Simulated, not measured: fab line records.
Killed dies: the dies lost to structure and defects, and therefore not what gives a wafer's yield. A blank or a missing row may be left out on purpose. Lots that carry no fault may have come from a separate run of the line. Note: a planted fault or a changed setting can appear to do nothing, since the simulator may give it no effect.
Which of the tools did it? | flow gf180mcu | Sampling: 14 lots, 42 wafers, 5 of 602 route steps

## WHAT THE GAUGES READ, wafer by wafer
GF_POLY_GATE_CD_MEAS_10: the cd target is 280 nm.
lot  | measured     | on       | cdNm (nm)
L637 | day 9 07:30  | cdSem-02 | 280.0 278.4 279.1
L638 | day 9 12:58  | cdSem-01 | 278.5 278.1 279.4
L639 | day 9 21:17  | cdSem-02 | 277.1 277.8 278.6
L641 | day 10 12:35 | cdSem-02 | 280.2 280.3 279.7
L642 | day 10 14:46 | cdSem-02 | 281.8 280.4 280.6
L646 | day 11 22:13 | cdSem-01 | 227.5 227.3 227.8 227.9 226.7 227.4
L647 | day 12 03:10 | cdSem-01 | 279.6 278.9 279.4
L648 | day 12 11:07 | cdSem-02 | 228.3 228.2 228.7 228.3 228.3 228.4
L652 | day 13 17:02 | cdSem-02 | 281.5 281.7 281.8
L654 | day 14 05:05 | cdSem-01 | 279.0 277.3 278.8
L656 | day 14 20:23 | cdSem-02 | 279.0 279.2 279.5
L657 | day 15 04:23 | cdSem-01 | 279.6 279.2 280.4
L659 | day 15 16:35 | cdSem-02 | 282.0 281.9 282.0
L660 | day 16 02:14 | cdSem-02 | 280.1 279.2 279.1

GF_CONTACT_CD_MEAS_14: the cd target is 220 nm.
lot  | measured     | on       | cdNm (nm)
L637 | day 16 05:56 | cdSem-02 | 218.0 216.7 217.9
L638 | day 16 13:23 | cdSem-01 | 221.4 219.3 221.8
L639 | day 16 23:39 | cdSem-02 | 221.2 219.8 218.3
L641 | day 17 17:41 | cdSem-02 | 218.5 218.4 219.0
L642 | day 18 02:46 | cdSem-02 | 220.1 219.5 218.5
L647 | day 19 22:29 | cdSem-01 | 222.5 220.6 222.4
L652 | day 21 16:04 | cdSem-02 | 218.0 219.6 218.5
L654 | day 22 09:16 | cdSem-02 | 220.1 220.7 220.4
L656 | day 22 22:46 | cdSem-01 | 220.3 218.6 220.1
L657 | day 23 09:29 | cdSem-01 | 219.6 218.3 219.2
L659 | day 23 19:29 | cdSem-01 | 220.3 219.9 220.9
L660 | day 24 06:13 | cdSem-02 | 220.4 220.1 220.1

GF_M2_THK_MEAS_06: measures by xrf.
lot  | measured     | on           | M2_ALCU_THK (nm)
L637 | day 18 08:29 | filmMetro-04 | 449 455 453
L638 | day 18 17:10 | filmMetro-03 | 452 445 453
L639 | day 19 02:56 | filmMetro-04 | 444 440 443
L641 | day 19 23:35 | filmMetro-02 | 458 456 453
L642 | day 20 08:41 | filmMetro-03 | 454 459 447
L647 | day 22 03:22 | filmMetro-03 | 447 445 442
L652 | day 23 18:38 | filmMetro-03 | 446 452 451
L654 | day 24 11:54 | filmMetro-04 | 451 449 447
L656 | day 25 00:53 | filmMetro-02 | 454 460 454
L657 | day 25 10:01 | filmMetro-02 | 454 451 451
L659 | day 25 20:46 | filmMetro-02 | 450 454 449
L660 | day 26 06:50 | filmMetro-02 | 456 452 450

## WHAT TOOL EACH LOT RAN ON (gives the tool, then ch and the chambers of the sampled wafers, and finally the start)
lot  | GF_POLY_GATE_SOFTBAKE_06         | GF_M2_SPUTTER_02
L637 | lithoTrack-01 ch 0, day 8 23:00  | pvdSputter-04, day 18 08:16
L638 | lithoTrack-04 ch 0, day 9 04:00  | pvdSputter-04, day 18 16:55
L639 | lithoTrack-04 ch 0, day 9 12:00  | pvdSputter-02, day 19 02:43
L641 | lithoTrack-03 ch 0, day 10 03:00 | pvdSputter-04, day 19 23:21
L642 | lithoTrack-01 ch 0, day 10 05:00 | pvdSputter-04, day 20 08:28
L646 | lithoTrack-01 ch 0, day 11 12:00 | -
L647 | lithoTrack-04 ch 0, day 11 16:00 | pvdSputter-03, day 22 03:08
L648 | lithoTrack-01 ch 0, day 12 01:00 | -
L652 | lithoTrack-04 ch 0, day 13 06:00 | pvdSputter-03, day 23 18:25
L654 | lithoTrack-04 ch 0, day 13 18:00 | pvdSputter-03, day 24 11:41
L656 | lithoTrack-03 ch 0, day 14 09:00 | pvdSputter-03, day 25 00:40
L657 | lithoTrack-03 ch 0, day 14 17:00 | pvdSputter-03, day 25 09:48
L659 | lithoTrack-01 ch 0, day 15 06:00 | pvdSputter-02, day 25 20:33
L660 | lithoTrack-04 ch 0, day 15 15:00 | pvdSputter-03, day 26 06:37
- GF_POLY_GATE_SOFTBAKE_06: time 60 s.
- GF_M2_SPUTTER_02: material AlCu, target thk 450 nm, time 23.9 s.

## WHAT THE TOOLS THEMSELVES READ (means of the sampled wafers that have a number; where no wafer has one, the mark that the record gives instead)
GF_POLY_GATE_SOFTBAKE_06.
lot  | tool          | heaterPowerTotalW (W) | plateTempC (C)
L637 | lithoTrack-01 | 92.99                 | 130.13
L638 | lithoTrack-04 | 93.00                 | 129.97
L639 | lithoTrack-04 | 93.06                 | 130.12
L641 | lithoTrack-03 | 92.97                 | 129.97
L642 | lithoTrack-01 | 93.05                 | 129.88
L646 | lithoTrack-01 | 106.23                | 143.97
L647 | lithoTrack-04 | 93.04                 | 130.18
L648 | lithoTrack-01 | 106.20                | 143.91
L652 | lithoTrack-04 | 93.09                 | 129.83
L654 | lithoTrack-04 | 92.99                 | 129.96
L656 | lithoTrack-03 | 93.07                 | 130.03
L657 | lithoTrack-03 | 93.08                 | 129.99
L659 | lithoTrack-01 | 93.06                 | 129.98
L660 | lithoTrack-04 | 93.07                 | 129.77

GF_M2_SPUTTER_02.
lot  | tool          | throttleValvePct (%)
L637 | pvdSputter-04 | 30.3
L638 | pvdSputter-04 | 30.7
L639 | pvdSputter-02 | 31.0
L641 | pvdSputter-04 | 30.8
L642 | pvdSputter-04 | 30.2
L647 | pvdSputter-03 | 30.1
L652 | pvdSputter-03 | 30.5
L654 | pvdSputter-03 | 30.6
L656 | pvdSputter-03 | 31.1
L657 | pvdSputter-03 | 30.3
L659 | pvdSputter-02 | 30.6
L660 | pvdSputter-03 | 30.3

## THE ANSWER, worked out from the rows above alone
Rule: usual is defined by the lots themselves. The widest of any qualifying gaps counts: lots, ordered by their means at a reading, are off when they make up no more than a third of the lots, leave a main group of 4 or more, and stand apart from it by 3 or more times the standard deviation of that group's means. The tables above print the reading to a certain number of digits; a main group whose means all agree to those digits is not used. Also off: a lot with no number at a reading for which 4 or more lots have one. The other lots that the step has rows for count as sound. First the gauges in route order, then the tools' own readings, where a lot's mean is used as printed above. At the first step where some lot is off, the reading lying furthest off is the one used; lots without a number count as furthest.
Off, at GF_POLY_GATE_CD_MEAS_10 on cdNm: L646, L648. Main group: mean 279.7 nm, sd 1.2.
A tool fits if, at a process step before that reading, it ran every lot that is off, and no sound lot after the first of them. Not tried: the gauges at GF_POLY_GATE_CD_MEAS_10; whatever is off there is also off at GF_POLY_GATE_SOFTBAKE_06, on other tools, and gauge error can't account for it. Not one of the candidates tried fits.

## WHAT HAD BEEN PUT IN BY THE SIMULATOR
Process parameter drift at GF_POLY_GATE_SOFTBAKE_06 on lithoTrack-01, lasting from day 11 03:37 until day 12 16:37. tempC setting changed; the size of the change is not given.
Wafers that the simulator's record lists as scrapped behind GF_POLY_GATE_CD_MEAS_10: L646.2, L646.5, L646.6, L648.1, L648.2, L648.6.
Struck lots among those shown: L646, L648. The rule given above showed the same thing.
